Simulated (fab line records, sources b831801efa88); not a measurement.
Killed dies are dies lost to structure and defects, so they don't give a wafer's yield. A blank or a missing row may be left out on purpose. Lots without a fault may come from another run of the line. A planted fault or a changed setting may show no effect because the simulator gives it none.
Which tool did it? | flow gf180mcu | 6 lots, 18 wafers sampled, at 3 steps of a route of 602

WHAT THE GAUGES READ, wafer by wafer
GF_VT_IMPLANT_TW_MEAS_32.
lot  | measured     | on            | VT_IMPLANT_3_TW
L637 | day 7 22:52  | film_metro-04 | 270.4 271.0 269.6
L639 | day 8 10:19  | film_metro-01 | 266.6 268.3 267.3
L642 | day 9 06:02  | film_metro-04 | 270.6 270.6 269.1
L644 | day 9 22:02  | film_metro-04 | 270.9 269.1 270.3
L648 | day 11 00:47 | film_metro-04 | 270.8 271.6 271.1
L654 | day 12 23:44 | film_metro-04 | 299.2 299.1 300.0 301.2 300.5 300.3

WHICH TOOL RAN EACH LOT (tool, then ch and the chambers of the sampled wafers, then the start)
lot  | GF_STI_CMP_25                | GF_VT_IMPLANT_IMPLANT_30
L637 | cmp-02 ch 0,1, day 3 02:32   | implanter-04 ch 0, day 7 22:37
L639 | cmp-02 ch 0,1,3, day 3 11:34 | implanter-02 ch 0, day 8 10:04
L642 | cmp-02 ch 0,1,3, day 4 02:47 | implanter-01 ch 0, day 9 05:48
L644 | cmp-01 ch 0,1,2, day 4 13:53 | implanter-01 ch 0, day 9 21:47
L648 | cmp-02 ch 0,1, day 5 08:52   | implanter-02 ch 0, day 11 00:33
L654 | cmp-01 ch 1,2,3, day 6 21:22 | implanter-04 ch 0, day 12 23:29
- GF_STI_CMP_25: polishes, stops on Si3N4, t overpolish 33 s, target thk 524.6 nm.
- GF_VT_IMPLANT_IMPLANT_30

THE ANSWER, worked out from the rows above alone
Rule: what is usual is taken from the lots themselves. Put in order of their means at a reading, lots are off if they are a third of the lots or fewer, leave a main group of 4 or more, and stand apart from it by a gap of 3 or more times the standard deviation of the main group's means; of several such gaps the widest counts. A main group whose means are all the same, to the digits that the tables above print for the reading, isn't used. A lot without any number at a reading at which 4 lots or more have one is off too. The other lots that the step has rows for count as sound.
Off: L654, at GF_VT_IMPLANT_TW_MEAS_32 (VT_IMPLANT_3_TW). The main group: mean 269.8, standard deviation 1.3.
A tool fits if, at a process step before that reading, it ran every lot that is off, and no sound lot after the first of them. The gauges at GF_VT_IMPLANT_TW_MEAS_32 are tried like those tools. Can't be told from this: 3 tools fit, cmp-01 at GF_STI_CMP_25, implanter-04 at GF_VT_IMPLANT_IMPLANT_30, film_metro-04 at GF_VT_IMPLANT_TW_MEAS_32.

WHAT THE SIMULATOR HAD PUT IN
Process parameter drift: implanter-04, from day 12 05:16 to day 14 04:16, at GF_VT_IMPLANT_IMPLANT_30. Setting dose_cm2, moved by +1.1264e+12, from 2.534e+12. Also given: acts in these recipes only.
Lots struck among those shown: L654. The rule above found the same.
